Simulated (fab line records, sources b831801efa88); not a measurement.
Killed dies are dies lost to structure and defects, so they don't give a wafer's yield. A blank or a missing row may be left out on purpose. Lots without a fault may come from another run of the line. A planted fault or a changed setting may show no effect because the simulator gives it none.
Chamber matching | flow gf180mcu | GF_V2_CMP_04 on cmp-01: 4 sister chambers
The step polishes SiO2. 7 wafers are shown with their chamber, then 7 later ones without.

WAFERS WITH THEIR CHAMBER
wafer  | chamber | motor_current_A (A) | time_to_endpoint_s (s)
L497.2 | 3       | 14.2                | 73
L497.4 | 2       | 10.3                | 84
L497.6 | 3       | 14.3                | 77
L500.3 | 1       | 15.5                | 76
L500.5 | 0       | 12.5                | 79
L502.1 | 1       | 15.0                | 76
L502.2 | 0       | 11.9                | 73

WAFERS WITHOUT THEIR CHAMBER
wafer  | motor_current_A (A) | time_to_endpoint_s (s)
L502.5 | 10.7                | 85
L508.1 | 13.4                | 73
L508.3 | 10.5                | 84
L508.5 | 10.4                | 83
L509.3 | 12.3                | 78
L509.4 | 15.5                | 82
L509.5 | 13.7                | 78

WHICH CHAMBER EACH WENT THROUGH
wafer  | from the rows above     | in truth
L502.5 | 2                       | 2
L508.1 | can't be placed: 3 or 0 | 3
L508.3 | 2                       | 2
L508.5 | 2                       | 2
L509.3 | 0                       | 0
L509.4 | 1                       | 1
L509.5 | 3                       | 3
Placed correctly: 6 of 7. Can't be placed from these rows: 1 (the true chamber is among the candidates in 1). Placed wrongly: 0.
How it was worked out, from the rows above alone: a wafer's distance from a chamber is the root of the sum, over the readings, of the square of ((its reading less the chamber's mean) divided by the reading's scatter). The wafer belongs to the nearest chamber; if the next one is less than 2 further off, it can't be placed. A chamber's mean is the mean of its shown wafers. The scatter: the root of (the sum of the squares of (reading less its chamber's mean) over the shown wafers, divided by (wafers less chambers)).
